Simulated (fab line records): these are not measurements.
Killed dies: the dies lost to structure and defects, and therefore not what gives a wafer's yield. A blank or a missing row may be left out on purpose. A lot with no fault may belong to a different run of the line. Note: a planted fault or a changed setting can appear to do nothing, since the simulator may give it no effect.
Matching of chambers    flow gf180mcu    4 sister chambers for GF_PASSIVATION_ETCH_11 on rie_diel-04
The step etches the open film in CF4/O2, stops on TiN, target depth 2040 nm, time 453.3 s. 18 wafers are shown with their chamber, then 9 later ones without.

== WAFERS PAIRED WITH THEIR CHAMBERS ==
wafer   chamber  drypump_motor_current_A (A)  oes_product_au (a.u.)  throttle_valve_pct (%)
L074.1  3        5.71                         1.000                  5.966
L074.5  1        5.02                         0.980                  5.959
L074.6  0        5.62                         0.977                  5.972
L076.4  3        5.69                         0.996                  5.967
L076.5  3        5.67                         1.000                  5.969
L076.6  2        5.66                         0.974                  5.954
L078.3  2        5.67                         0.980                  5.971
L078.5  3        5.70                         0.992                  5.970
L078.6  2        5.66                         0.984                  5.941
L088.1  0        5.66                         0.987                  5.974
L088.5  0        5.68                         0.983                  5.969
L088.6  3        5.72                         0.995                  5.967
L089.3  3        5.71                         1.003                  5.970
L089.4  2        5.67                         0.975                  5.964
L089.5  0        5.67                         0.983                  5.973
L090.1  1        5.04                         0.981                  5.967
L090.2  0        5.62                         0.983                  5.948
L090.3  3        5.69                         0.998                  5.973

SIGNATURES (means of the wafers above)
reading                  chamber 0  chamber 1  chamber 2  chamber 3  scatter within a chamber
drypump_motor_current_A  5.6500     5.0300     5.6650     5.6986     0.0192
oes_product_au           0.98260    0.98050    0.97825    0.99771    0.00376
throttle_valve_pct       5.96720    5.96300    5.95750    5.96886    0.00866
Rule: distance of a wafer from a chamber = root of the sum over the readings of ((wafer's reading minus chamber's mean) / reading's scatter) squared. The wafer belongs to the nearest chamber; if the next one is less than 2 further off, it can't be placed. The scatter: take each reading less its chamber's mean, square it, sum over the shown wafers, divide by the number of wafers less the number of chambers, and take the root.

== WAFERS MISSING THEIR CHAMBER ==
wafer   drypump_motor_current_A (A)  oes_product_au (a.u.)  throttle_valve_pct (%)
L093.3  5.64                         0.986                  5.965
L093.4  5.65                         0.984                  5.974
L093.6  5.01                         0.986                  5.953
L096.1  5.70                         0.994                  5.971
L096.2  5.64                         0.983                  5.971
L096.3  5.62                         0.975                  5.972
L097.3  5.64                         0.985                  5.967
L097.4  5.02                         0.980                  5.966
L097.5  5.64                         0.979                  5.976

== WHICH CHAMBER EACH WENT THROUGH ==
wafer   from the rows above      in truth
L093.3  can't be placed: 0 or 2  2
L093.4  can't be placed: 0 or 2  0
L093.6  1                        1
L096.1  3                        3
L096.2  can't be placed: 0 or 2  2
L096.3  can't be placed: 0 or 2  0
L097.3  can't be placed: 0 or 2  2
L097.4  1                        1
L097.5  can't be placed: 0 or 2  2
3 of 9 placed correctly. From these rows, 6 cannot be placed; in 6 the true chamber is one of the candidates. Wrongly placed: 0.
